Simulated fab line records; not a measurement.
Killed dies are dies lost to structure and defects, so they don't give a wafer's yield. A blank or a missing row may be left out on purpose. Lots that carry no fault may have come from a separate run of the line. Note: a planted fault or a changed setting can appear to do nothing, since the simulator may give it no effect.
fab line records	flow sky130
record: lots: 13	wafers: 39	last-day: 50
route steps=708 shown VIA2@522 METAL5@662 PASSIVATION@684 PAD_OPEN@708
lots untouched by any fault: they come from a run of this same line in which no faults occurred
start-h: start of the lot's first displayed wafer, in hours after the record's first day	wait-h: hours from the lot's prior step to this one	" identical to the entry in the row above	L1.1+2: a row that stands for several wafers	- no value present, or no start provided	* or withheld: withheld	< > ~ a bound
route shown NAME@n: NAME is a module with steps in the file, n the number in the route of the first one	usual: mean and standard deviation over wafers with no fault	same: alike in all rows	chamber/n: place in a boat	sites: the reading at each site	_std_site: standard deviation across them	_edge_site: the outer-site mean with the inner-site mean subtracted	radius-mm: how far each site lies from the wafer's centre	mask NAME#n: copy n	behind: the tool/chamber that last shaped the wafer	hold: why the lot was held/for how many hours/how that ended	device: whichever transistor did not switch (one of n, p or np)	end of line: at the end of the route, the tests of the same wafers	for a step that has no rows: nothing shown but its recipe	killed: dies that structure and defects cost at the first sort, which is not the same as the wafer's yield	map: dies across one wafer; x = killed, . = not, _ = none there
set.NAME: the setting as run; set.NAME@STEP: as run at that earlier step	model.NAME: the simulator's own value behind a step, which no gauge read
route steps across a sampled set of lots; one table per step, one row per wafer
services: the hour from which a tool's chamber was out of use, counted from the record's first day as start-h (under 0 if before that day), plus the number of hours and why
== steps ==
step: SKY_VIA2_ETCH_15
recipe: target: SiO2	chemistry: C4F8/O2/Ar	target-depth-nm: 546	stop-on: TiN	mask-material: KrF-thick	source-w: 1500	bias-w: 1200	pressure-mtorr: 40	c4f8-flow-sccm: withheld	O2_flow_sccm: 6	Ar_flow_sccm: 300	time-s: 84
usual: oes-product-au: 0.939/0.005
lot.wafer	tool	chamber	start-h	wait-h	oes-product-au	rf-hours-counter-h
L270.2	rie-diel-01	2	844.10	0.0	0.940	2
L270.3	"	0	"	"	0.938	10
L270.4	"	3	"	"	0.935	5
L274.2	rie-diel-01	2	868.24	0.0	0.943	3
L274.3	"	1	"	"	0.929	2
L274.6	"	1	"	"	0.941	-
L275.1	rie-diel-01	2	871.15	0.0	0.945	3
L275.2	"	3	"	"	0.941	6
L275.3	"	0	"	"	0.938	11
L276.1	rie-diel-03	2	889.20	0.0	0.943	8
L276.3	"	3	"	"	0.934	5
L276.4	"	0	"	"	0.943	11
L277.2	rie-diel-02	2	903.05	0.0	0.945	27
L277.3	"	1	"	"	0.937	6
L277.4	"	3	"	"	0.946	12
L278.2	rie-diel-01	1	905.55	0.0	0.939	3
L278.4	"	2	"	"	0.939	4
L278.6	"	0	"	"	0.932	-
L279.3	rie-diel-01	0	912.24	0.0	0.934	12
L279.4	"	1	"	"	0.935	3
L279.5	"	3	"	"	0.945	-
L280.2	rie-diel-03	3	924.60	0.0	0.936	6
L280.3	"	1	"	"	0.940	8
L280.5	"	3	"	"	0.939	-
L286.1	rie-diel-01	2	966.84	0.0	0.939	6
L286.2	"	0	"	"	0.940	14
L286.6	"	3	"	"	0.941	-
L287.2	rie-diel-01	3	970.05	0.0	0.946	8
L287.3	"	2	"	"	0.933	6
L287.6	"	1	"	"	0.949	-
L288.1	rie-diel-01	3	974.35	0.0	0.944	8
L288.3	"	1	"	"	0.939	4
L288.5	"	0	"	"	0.937	-
L291.3	rie-diel-02	0	998.49	0.0	0.940	9
L291.4	"	3	"	"	0.944	15
L291.6	"	2	"	"	0.949	-
L293.2	rie-diel-02	2	1016.10	0.0	0.937	2
L293.3	"	0	"	"	0.937	9
L293.5	"	1	"	"	0.945	-
step: SKY_METAL5_SPUTTER_01
recipe: material: TiN	target-thk-nm: 20	power-w: 6500	time-s: 16.7	chamber-pressure-pa: 0.4
usual: throttle-valve-pct: 29.5/0.93
lot.wafer	tool	chamber	start-h	wait-h	throttle-valve-pct
L270.2	pvd-sputter-02	-	1004.00	0.0	29.9
L270.3	"	-	"	"	31.4
L270.4	"	-	"	"	30.5
L274.2	pvd-sputter-02	-	1025.77	0.0	30.1
L274.3	"	-	"	"	30.1
L274.6	"	-	"	"	31.2
L275.1	pvd-sputter-03	-	1035.92	0.0	28.9
L275.2	"	-	"	"	28.8
L275.3	"	-	"	"	28.6
L276.1	pvd-sputter-03	-	1042.89	0.0	28.6
L276.3	"	-	"	"	28.5
L276.4	"	-	"	"	28.5
L277.2	pvd-sputter-03	-	1053.59	0.0	28.9
L277.3	"	-	"	"	28.8
L277.4	"	-	"	"	28.8
L278.2	pvd-sputter-04	-	1056.65	0.0	28.6
L278.4	"	-	"	"	30.6
L278.6	"	-	"	"	28.8
L279.3	pvd-sputter-03	-	1061.00	0.0	29.1
L279.4	"	-	"	"	28.6
L279.5	"	-	"	"	29.0
L280.2	pvd-sputter-04	-	1073.00	0.0	30.3
L280.3	"	-	"	"	28.9
L280.5	"	-	"	"	30.5
L286.1	pvd-sputter-02	-	1105.89	0.0	30.5
L286.2	"	-	"	"	29.9
L286.6	"	-	"	"	29.9
L287.2	pvd-sputter-03	-	1109.89	0.0	28.8
L287.3	"	-	"	"	28.7
L287.6	"	-	"	"	29.0
L288.1	pvd-sputter-04	-	1114.11	0.0	30.4
L288.3	"	-	"	"	29.0
L288.5	"	-	"	"	29.0
L291.3	pvd-sputter-03	-	1134.76	0.0	28.9
L291.4	"	-	"	"	28.7
L291.6	"	-	"	"	28.9
L293.2	pvd-sputter-04	-	1147.97	0.0	28.7
L293.3	"	-	"	"	30.3
L293.5	"	-	"	"	29.1
step: SKY_METAL5_THK_MEAS_06
recipe: thk-meas-gauge: xrf	reads: AlCu_of_METAL5_SPUTTER_02
usual: METAL5_ALCU_THK: 1165/18
lot.wafer	tool	chamber	start-h	wait-h	METAL5_ALCU_THK[nm]
L270.2	film-metro-02	-	1004.28	0.1	1141
L270.3	"	-	"	"	1137
L270.4	"	-	"	"	1146
L274.2	film-metro-02	-	1026.04	0.1	1172
L274.3	"	-	"	"	1154
L274.6	"	-	"	"	1157
L275.1	film-metro-02	-	1036.19	0.1	1160
L275.2	"	-	"	"	1140
L275.3	"	-	"	"	1180
L276.1	film-metro-02	-	1043.16	0.1	1164
L276.3	"	-	"	"	1165
L276.4	"	-	"	"	1143
L277.2	film-metro-01	-	1053.87	0.1	1155
L277.3	"	-	"	"	1180
L277.4	"	-	"	"	1184
L278.2	film-metro-03	-	1056.93	0.1	1153
L278.4	"	-	"	"	1179
L278.6	"	-	"	"	1144
L279.3	film-metro-01	-	1061.29	0.1	1174
L279.4	"	-	"	"	1180
L279.5	"	-	"	"	1174
L280.2	film-metro-03	-	1073.27	0.1	1210
L280.3	"	-	"	"	1196
L280.5	"	-	"	"	1218
L286.1	film-metro-03	-	1106.16	0.1	1186
L286.2	"	-	"	"	1174
L286.6	"	-	"	"	1160
L287.2	film-metro-03	-	1110.17	0.1	1148
L287.3	"	-	"	"	1129
L287.6	"	-	"	"	1158
L288.1	film-metro-01	-	1114.37	0.1	1179
L288.3	"	-	"	"	1167
L288.5	"	-	"	"	1156
L291.3	film-metro-01	-	1135.05	0.1	1154
L291.4	"	-	"	"	1164
L291.6	"	-	"	"	1132
L293.2	film-metro-03	-	1148.25	0.1	1170
L293.3	"	-	"	"	1193
L293.5	"	-	"	"	1164
step: SKY_PASSIVATION_THK_MEAS_03
recipe: reads: Si3N4_of_PASSIVATION_CVD_02
usual: PASSIVATION_CVD_02_THK: 545/8.1
lot.wafer	tool	chamber	start-h	wait-h	PASSIVATION_CVD_02_THK[nm]
L270.2	film-metro-03	-	1028.63	-	551
L270.3	"	-	"	"	541
L270.4	"	-	"	"	559
L274.2	film-metro-03	-	1049.12	-	529
L274.3	"	-	"	"	538
L274.6	"	-	"	"	543
L275.1	film-metro-03	-	1058.66	-	538
L275.2	"	-	"	"	530
L275.3	"	-	"	"	533
L276.1	film-metro-04	-	1065.38	-	540
L276.3	"	-	"	"	532
L276.4	"	-	"	"	538
L277.2	film-metro-04	-	1075.52	-	546
L277.3	"	-	"	"	552
L277.4	"	-	"	"	556
L278.2	film-metro-02	-	1078.72	-	552
L278.4	"	-	"	"	562
L278.6	"	-	"	"	557
L279.3	film-metro-02	-	1083.05	-	529
L279.4	"	-	"	"	550
L279.5	"	-	"	"	537
L280.2	film-metro-03	-	1094.69	-	534
L280.3	"	-	"	"	546
L280.5	"	-	"	"	545
L286.1	film-metro-02	-	1126.75	-	539
L286.2	"	-	"	"	541
L286.6	"	-	"	"	549
L287.2	film-metro-03	-	1130.82	-	552
L287.3	"	-	"	"	542
L287.6	"	-	"	"	555
L288.1	film-metro-02	-	1134.83	-	539
L288.3	"	-	"	"	530
L288.5	"	-	"	"	550
L291.3	film-metro-03	-	1154.10	-	542
L291.4	"	-	"	"	548
L291.6	"	-	"	"	556
L293.2	film-metro-03	-	1165.94	-	539
L293.3	"	-	"	"	542
L293.5	"	-	"	"	554
step: SKY_PAD_OPEN_PROBE_99
usual: defect-limited-yield: 82.3/2	killed_at_M0_to_M3: 43/7	killed_at_M4_up: 3.5/1.9	killed-at-contacts: 24/5.3	killed-at-front-end: 15/4.4	killed-at-other: 0.3/0.69	killed-dies: 87/9.7	killed-open: 48/7	killed-short: 39/6.4	sort_bin_3_pad_short: 0.9/0.46	sort_bin_5_function: 10.5/1.4	sort_bin_6_memory: 6.3/1.2	sort-n-pass: 405/9.7	sort-yield-pct: 82.3/2
same: gross-dies: 492	killed-at-back-side: 0	sort_bin_4_leakage[%]: 0	sort_bin_8_speed[%]: 0
lot.wafer	tool	chamber	start-h	wait-h	defect-limited-yield[%]	killed_at_M0_to_M3	killed_at_M4_up	killed-at-contacts	killed-at-front-end	killed-at-other	killed-dies	killed-open	killed-short	sort_bin_3_pad_short[%]	sort_bin_5_function[%]	sort_bin_6_memory[%]	sort-n-pass	sort-yield-pct[%]
L286.1	prober-01	-	1164.07	0.1	78.0	67	3	24	14	0	108	43	41	2.4	11.0	8.5	384	78.0
L286.2	prober-01	-	1164.12	0.1	74.0	85	4	21	17	1	128	36	47	4.9	14.6	6.5	364	74.0
L286.6	prober-01	-	1164.32	0.2	76.2	81	3	17	16	0	117	39	37	2.0	14.8	6.9	375	76.2
L287.2	prober-02	-	1168.92	0.1	71.7	98	1	10	28	2	139	52	41	1.8	19.7	6.7	353	71.7
L287.3	prober-02	-	1168.97	0.2	78.3	67	4	20	16	0	107	50	30	2.2	14.4	5.1	385	78.3
L287.6	prober-02	-	1169.12	0.2	72.8	86	2	24	21	1	134	42	44	2.0	18.5	6.7	358	72.8
L288.1	prober-01	-	1171.37	0.1	75.4	75	2	30	14	0	121	50	36	2.0	15.0	7.5	371	75.4
L288.3	prober-01	-	1171.47	0.2	73.6	82	1	31	16	0	130	41	44	3.3	16.9	6.3	362	73.6
L288.5	prober-01	-	1171.57	0.2	74.8	86	1	28	9	0	124	46	31	1.6	17.5	6.1	368	74.8
killed by level:class
L286.1 VIA2:unspecified=24 VIA1:geometric-particle:open=12 CONTACT:geometric-particle:open=10 METAL2:geometric-particle:short=9 LI_CONTACT:geometric-particle:open=6 FIELD_ISO:geometric-particle:open=5 METAL3:geometric-particle:short=5 VIA1:geometric-particle:short=5
L286.2 VIA2:unspecified=44 VIA2:geometric-particle:open=10 METAL2:geometric-particle:short=7 LOCAL_INTERCONNECT:geometric-particle:short=6 CONTACT:geometric-particle:open=6 VIA1:geometric-particle:open=5 CONTACT:geometric-particle:short=5 VIA3:geometric-particle:open=5
L286.6 VIA2:unspecified=41 CONTACT:geometric-particle:open=8 METAL2:geometric-particle:short=8 METAL1:geometric-particle:short=7 FIELD_ISO:geometric-particle:open=6 VIA2:geometric-particle:open=5 VIA1:geometric-particle:open=5 METAL3:geometric-particle:short=5
L287.2 VIA2:unspecified=45 VIA1:geometric-particle:open=8 VIA3:geometric-particle:open=8 VIA2:geometric-particle:open=8 METAL2:geometric-particle:short=8 FIELD_ISO:geometric-particle:open=6 POLY_GATE:geometric-particle:short=6 POLY_GATE:geometric-particle:open=5
L287.3 VIA2:unspecified=25 VIA3:geometric-particle:open=9 CONTACT:geometric-particle:open=7 VIA1:geometric-particle:open=7 VIA2:geometric-particle:open=6 POLY_GATE:geometric-particle:short=4 LI_CONTACT:geometric-particle:open=4 CONTACT:geometric-particle:short=4
L287.6 VIA2:unspecified=46 CONTACT:geometric-particle:open=11 POLY_GATE:geometric-particle:short=8 VIA1:geometric-particle:open=8 METAL1:geometric-particle:short=6 VIA3:geometric-particle:short=6 POLY_GATE:geometric-particle:open=5 VIA1:geometric-particle:short=5
L288.1 VIA2:unspecified=35 CONTACT:geometric-particle:open=14 VIA2:geometric-particle:open=9 LI_CONTACT:geometric-particle:open=9 FIELD_ISO:geometric-particle:short=5 METAL1:geometric-particle:short=5 VIA1:geometric-particle:short=5 VIA1:geometric-particle:open=5
L288.3 VIA2:unspecified=45 CONTACT:geometric-particle:open=11 FIELD_ISO:geometric-particle:open=6 LI_CONTACT:geometric-particle:open=6 VIA1:geometric-particle:short=6 VIA2:geometric-particle:open=5 LOCAL_INTERCONNECT:geometric-particle:short=5 METAL1:geometric-particle:short=5
L288.5 VIA2:unspecified=47 CONTACT:geometric-particle:open=11 LI_CONTACT:geometric-particle:open=7 LOCAL_INTERCONNECT:geometric-particle:short=7 VIA1:geometric-particle:open=7 VIA3:geometric-particle:open=6 VIA2:geometric-particle:open=6 VIA1:geometric-particle:short=5
== services ==
tool	chamber	start-h	hours	kind
pvd-sputter-02	-	860.05	1.9	repair
rie-diel-01	-	874.43	2.0	repair
rie-diel-01	-	876.44	0.3	repair
rie-diel-01	1	927.77	21.2	repair
rie-diel-03	-	935.57	15.6	pm
pvd-sputter-03	2	941.52	-	consumable-replace:kit
pvd-sputter-03	2	941.52	18.0	scheduled-down
pvd-sputter-03	2	941.52	18.0	vent-cycle
rie-diel-01	3	943.23	8.3	repair
rie-diel-03	2	952.71	8.0	repair
rie-diel-02	2	960.53	5.7	repair
rie-diel-02	3	978.90	4.6	repair
rie-diel-03	-	1004.28	2.8	pm
rie-diel-01	2	1049.60	1.5	repair
rie-diel-03	1	1051.79	4.0	repair
pvd-sputter-03	1	1053.74	-	consumable-replace:kit
pvd-sputter-04	-	1070.49	1.3	repair
pvd-sputter-03	-	1072.75	3.6	repair
rie-diel-02	-	1075.39	0.5	repair
pvd-sputter-02	-	1075.46	5.2	repair
rie-diel-01	-	1075.78	1.5	repair
rie-diel-03	0	1099.92	3.2	repair
rie-diel-01	-	1111.27	28.1	pm
rie-diel-01	0	1147.57	4.3	repair
== key ==
first-sign: step: SKY_PAD_OPEN_PROBE_99	reading: killed_at_M0_to_M3	direction: up	sigmas: 5.3	usual: 43	struck: 81
effect: step: SKY_PAD_OPEN_PROBE_99	reading: sort_bin_5_function	direction: up	sigmas: 3.8	usual: 10.5	struck: 15.8	wafers-moved: 8
met-at SKY_VIA2_ETCH_15
struck-lots L286,L287,L288
not-acting-at SKY_METAL5_SPUTTER_01,SKY_METAL5_THK_MEAS_06,SKY_PASSIVATION_THK_MEAS_03
onset-between 912.24 966.84
fault: kind: chamber-particle-source	tool: rie-diel-01	chamber: -	onset-h: 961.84	steps: SKY_VIA2_ETCH_15	rate-per-visit-cm2: 0.60651	end-h: 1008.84
